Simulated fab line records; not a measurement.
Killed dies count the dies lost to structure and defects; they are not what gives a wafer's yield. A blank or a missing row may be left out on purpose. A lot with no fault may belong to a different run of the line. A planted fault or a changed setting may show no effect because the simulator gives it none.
One fault seen from 2 desks + flow gf180mcu + numbers are kept per desk, each desk with only its own; the story behind them comes last

THE TOOL OWNER'S DESK: pvd sputter-04
The tool's own readings at GF_V2_SPUTTER_22 (material TiN, target thk 10 nm, time 40 s): means of the sampled wafers that have a number, for each lot that ran on this tool. If a lot's mean is further than 4 standard deviations from the usual mean, the lot is out of limits and carries the mark OUT (the distance appears in the brackets).
Columns: A = throttle valve pct at GF_V2_SPUTTER_22, usual 30.1 %
| lot  | first seen here | A    |
|------|-----------------|------|
| L898 | day 21 15:55    | 29.3 |
| L907 | day 25 01:07    | 29.3 |
| L909 | day 26 00:05    | 30.2 |
| L912 | day 26 19:30    | 29.1 |
This desk's finding: nothing out of limits on any of the 4 lots.

FROM THE METROLOGY DESK
What the gauges read, lot by lot, whatever tool the lot ran on: means of the sampled wafers that have a number. If a lot's mean is further than 4 standard deviations from the usual mean, the lot is out of limits and carries the mark OUT (the distance appears in the brackets).
Columns: A = cd nm at GF_V2_CD_MEAS_14, usual 260.2 nm; B = V2_OVL at GF_V2_OVL_MEAS_15, usual -2 nm
| lot  | first seen here | A     | B  |
|------|-----------------|-------|----|
| L898 | day 21 14:59    | 259.4 | -2 |
| L902 | day 23 00:35    | 260.4 | -1 |
| L907 | day 25 00:14    | 260.0 | -1 |
| L909 | day 25 23:10    | 260.6 | 2  |
| L912 | day 26 18:39    | 260.1 | -6 |
| L914 | day 27 09:46    | 262.0 | -7 |
| L915 | day 27 17:23    | 258.1 | 0  |
This desk's finding: nothing out of limits on any of the 7 lots.

ALL TOGETHER
Nothing out of limits was seen by the tool owner's desk.
Metrology desk: nothing out of limits seen.

WHAT THE SIMULATOR PUT IN
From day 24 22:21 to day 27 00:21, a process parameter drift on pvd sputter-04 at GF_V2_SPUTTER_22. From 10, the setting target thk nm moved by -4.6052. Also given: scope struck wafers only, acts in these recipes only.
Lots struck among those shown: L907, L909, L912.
